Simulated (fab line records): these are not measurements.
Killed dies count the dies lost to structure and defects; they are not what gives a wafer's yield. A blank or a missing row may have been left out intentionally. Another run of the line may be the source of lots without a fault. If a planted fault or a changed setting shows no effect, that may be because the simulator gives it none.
Struck lot and sound lot, side by side ; flow sky130 ; 16 steps out of a route of 708
Sound: the wafers L996.1, L996.3, L996.5. Wafers L105.1, L105.5, L105.6 were the ones struck. At the end, the cause is stated.
Order at every step that has rows: each side's tool, ch and its chambers, its first start. Under that, the readings that differ: sound wafers ; struck wafers ; difference of the means ; sigmas: that difference in standard deviations of wafers without a fault.
alike: readings whose means differ by less than 2 such deviations, and words and numbers that are the same on both sides. not compared: withheld readings, readings that some wafer has no value for, bounds like >300 that may hide the same value, and numbers for which the record gives no deviation and whose values overlap.
Wherever a step has rows on one side only, a row that says differs or no value, or a row with sigmas, the two part there. Numbers that don't overlap but have no deviation are shown without sigmas and don't part them. A reading missing from all wafers of one side parts the sides only when that side holds two or more wafers.

first, 4 steps without rows for these wafers: SKY_METAL1_DEHYDRATE_07 (time 60 s); SKY_METAL1_HMDS_08 (prime time 60 s); SKY_METAL1_COAT_09 (resist thk 60 nm); SKY_METAL1_COAT_10 (resist thk 450 nm).
SKY_METAL1_SOFTBAKE_11: time 91.3 s.
  sound on litho track-04 ch 0; struck on litho track-01 ch 0
  alike: plate sensor t centre C, plate sensor t edge C, resist line temp C
then, 3 steps without rows for these wafers: SKY_METAL1_EXPOSE_12 (exposes mask MM1, target cd 140 nm); SKY_METAL1_PEB_13; SKY_METAL1_DEVELOP_14 (develop time 60 s).
SKY_METAL1_CD_MEAS_15: the cd target is 140 nm.
  sound on cd sem-01 at day 32 20:25; struck on cd sem-02 at day 35 20:56
  alike: cd nm
SKY_METAL1_OVL_MEAS_16:
  sound on overlay-02 at day 32 20:32; struck on overlay-02 at day 35 21:04
  alike: METAL1_OVL
SKY_METAL1_DESCUM_17: chemistry O2, time 8 s.
  sound on rie metal-01 ch 0,1, day 32 20:35; struck on rie metal-03 ch 1, day 35 21:06
  alike: chamber pressure mTorr, drypump motor current A, oes product au
  not compared: rf hours counter h
SKY_METAL1_ETCH_18: etches BARC in N2/H2, stops on SiO2, time 45.9 s, target depth 60 nm.
  sound on rie metal-01 ch 0,1, day 32 20:37; struck on rie metal-03 ch 1, day 35 21:10
  alike: chamber pressure mTorr, drypump motor current A, oes product au, throttle valve pct
  not compared: rf hours counter h
SKY_METAL1_METAL_ETCH_19: etches the open film in Cl2/BCl3, stops on SiO2, target depth 360 nm, time 78 s.
  sound on rie metal-01 ch 0,1, day 32 20:40; struck on rie metal-03 ch 1, day 35 21:17
reading;sound;struck;difference;sigmas
oes product au (a.u.);0.857 0.854 0.856;0.823 0.821 0.819;-0.035;-6
over etch frac;0.3 0.3 0.3;0.40303 0.40303 0.40303;+0.10303;
model.KrF-thick_of_METAL1_COAT_10.thk nm (nm);158 162.3 157.8;143.3 142.6 142.3;-16.6;
  alike: chamber pressure mTorr, drypump motor current A, throttle valve pct
  not compared: rf hours counter h
SKY_METAL1_STRIP_20: strips in O2/N2.
  sound on plasma asher-04 ch 0, day 32 20:46; struck on plasma asher-04 ch 0,1, day 35 21:28
reading;sound;struck;difference;sigmas
strip time to endpoint s (s);2.71 2.75 2.68;2.53 2.52 2.51;-0.19;-5
  alike: chamber pressure mTorr, drypump motor current A, oes product au
  not compared: rf hours counter h
then, 2 steps without rows for these wafers: SKY_METAL1_STRIP_21 (strips in post etch residue remover, time 1200 s); SKY_PAD_OPEN_PROBE_99.

== WHERE THEY PART ==
First at SKY_METAL1_METAL_ETCH_19; last, within this record, at SKY_METAL1_STRIP_20.

WHY: the cause the simulator had injected
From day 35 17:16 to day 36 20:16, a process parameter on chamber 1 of rie metal-03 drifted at SKY_METAL1_METAL_ETCH_19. A move of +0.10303 in setting over etch frac, from 0.3. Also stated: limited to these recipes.
